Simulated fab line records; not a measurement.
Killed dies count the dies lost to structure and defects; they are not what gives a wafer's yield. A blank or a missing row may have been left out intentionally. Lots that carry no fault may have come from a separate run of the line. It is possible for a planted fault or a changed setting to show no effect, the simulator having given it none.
Chamber matching / flow sky130 / cmp-01 running SKY_VIA3_CMP_24: 4 sister chambers
The step polishes, stops on SiO2, t overpolish 20 s, target thk 0 nm. 20 wafers are shown with their chamber, then 10 later ones without.

## WAFERS WITH THEIR CHAMBER
wafer=L578.1; chamber=2; motor_current_A (A)=10.5; time_to_endpoint_s (s)=96; overpolish_run_s (s)=20.004
wafer=L578.4; chamber=1; motor_current_A (A)=10.9; time_to_endpoint_s (s)=97; overpolish_run_s (s)=19.987
wafer=L578.5; chamber=2; motor_current_A (A)=10.8; time_to_endpoint_s (s)=99; overpolish_run_s (s)=20.011
wafer=L577.1; chamber=2; motor_current_A (A)=11.3; time_to_endpoint_s (s)=94; overpolish_run_s (s)=19.984
wafer=L577.2; chamber=1; motor_current_A (A)=10.6; time_to_endpoint_s (s)=95; overpolish_run_s (s)=19.985
wafer=L577.6; chamber=1; motor_current_A (A)=10.6; time_to_endpoint_s (s)=97; overpolish_run_s (s)=19.993
wafer=L586.3; chamber=3; motor_current_A (A)=11.4; time_to_endpoint_s (s)=93; overpolish_run_s (s)=19.990
wafer=L586.4; chamber=2; motor_current_A (A)=10.7; time_to_endpoint_s (s)=98; overpolish_run_s (s)=20.002
wafer=L586.6; chamber=1; motor_current_A (A)=10.9; time_to_endpoint_s (s)=96; overpolish_run_s (s)=20.009
wafer=L589.1; chamber=1; motor_current_A (A)=10.5; time_to_endpoint_s (s)=101; overpolish_run_s (s)=20.013
wafer=L589.2; chamber=3; motor_current_A (A)=11.9; time_to_endpoint_s (s)=100; overpolish_run_s (s)=19.998
wafer=L589.4; chamber=0; motor_current_A (A)=10.5; time_to_endpoint_s (s)=105; overpolish_run_s (s)=19.997
wafer=L588.2; chamber=0; motor_current_A (A)=10.5; time_to_endpoint_s (s)=101; overpolish_run_s (s)=20.015
wafer=L588.3; chamber=1; motor_current_A (A)=10.6; time_to_endpoint_s (s)=97; overpolish_run_s (s)=19.991
wafer=L588.4; chamber=3; motor_current_A (A)=11.9; time_to_endpoint_s (s)=95; overpolish_run_s (s)=20.017
wafer=L590.3; chamber=1; motor_current_A (A)=10.8; time_to_endpoint_s (s)=104; overpolish_run_s (s)=20.010
wafer=L590.5; chamber=0; motor_current_A (A)=10.4; time_to_endpoint_s (s)=103; overpolish_run_s (s)=20.015
wafer=L590.6; chamber=3; motor_current_A (A)=11.3; time_to_endpoint_s (s)=98; overpolish_run_s (s)=20.000
wafer=L591.2; chamber=0; motor_current_A (A)=10.2; time_to_endpoint_s (s)=101; overpolish_run_s (s)=19.995
wafer=L591.3; chamber=3; motor_current_A (A)=11.8; time_to_endpoint_s (s)=97; overpolish_run_s (s)=20.003

SIGNATURES, as means of the wafers listed above
reading=motor_current_A; chamber 0=10.400; chamber 1=10.700; chamber 2=10.825; chamber 3=11.660; scatter within a chamber=0.237
reading=time_to_endpoint_s; chamber 0=102.50; chamber 1=98.14; chamber 2=96.75; chamber 3=96.60; scatter within a chamber=2.69
reading=overpolish_run_s; chamber 0=20.00550; chamber 1=19.99829; chamber 2=20.00025; chamber 3=20.00160; scatter within a chamber=0.0112
Rule: for each reading, subtract the chamber's mean from the wafer's reading, divide by that reading's scatter and square the result; add these up over the readings and take the root, which gives the wafer's distance from the chamber. The wafer belongs to the nearest chamber; if the next one is less than 2 further off, it can't be placed. The scatter: the root of (the sum of the squares of (reading less its chamber's mean) over the shown wafers, divided by (wafers less chambers)).

## WAFERS MISSING THEIR CHAMBER
wafer=L591.5; motor_current_A (A)=12.1; time_to_endpoint_s (s)=96; overpolish_run_s (s)=20.016
wafer=L592.3; motor_current_A (A)=9.9; time_to_endpoint_s (s)=98; overpolish_run_s (s)=19.996
wafer=L592.4; motor_current_A (A)=11.0; time_to_endpoint_s (s)=96; overpolish_run_s (s)=19.992
wafer=L592.6; motor_current_A (A)=10.4; time_to_endpoint_s (s)=103; overpolish_run_s (s)=19.995
wafer=L594.1; motor_current_A (A)=10.7; time_to_endpoint_s (s)=104; overpolish_run_s (s)=19.996
wafer=L594.2; motor_current_A (A)=12.3; time_to_endpoint_s (s)=97; overpolish_run_s (s)=20.015
wafer=L594.5; motor_current_A (A)=10.7; time_to_endpoint_s (s)=106; overpolish_run_s (s)=20.005
wafer=L595.1; motor_current_A (A)=10.3; time_to_endpoint_s (s)=105; overpolish_run_s (s)=19.985
wafer=L595.2; motor_current_A (A)=10.7; time_to_endpoint_s (s)=109; overpolish_run_s (s)=19.997
wafer=L595.4; motor_current_A (A)=11.2; time_to_endpoint_s (s)=102; overpolish_run_s (s)=19.974

## THE CHAMBER EACH PASSED THROUGH
wafer=L591.5; from the rows above=3; in truth=3
wafer=L592.3; from the rows above=can't be placed: 0 or 1 or 2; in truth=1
wafer=L592.4; from the rows above=can't be placed: 2 or 1 or 3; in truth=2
wafer=L592.6; from the rows above=can't be placed: 0 or 1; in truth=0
wafer=L594.1; from the rows above=can't be placed: 0 or 1 or 2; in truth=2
wafer=L594.2; from the rows above=3; in truth=3
wafer=L594.5; from the rows above=can't be placed: 0 or 1 or 2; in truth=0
wafer=L595.1; from the rows above=can't be placed: 0 or 1 or 2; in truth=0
wafer=L595.2; from the rows above=can't be placed: 0 or 1 or 2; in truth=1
wafer=L595.4; from the rows above=can't be placed: 1 or 2 or 3 or 0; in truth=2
Correctly placed: 2 of 10. From these rows, 8 cannot be placed; in 8 the true chamber is one of the candidates. Wrongly placed: 0.
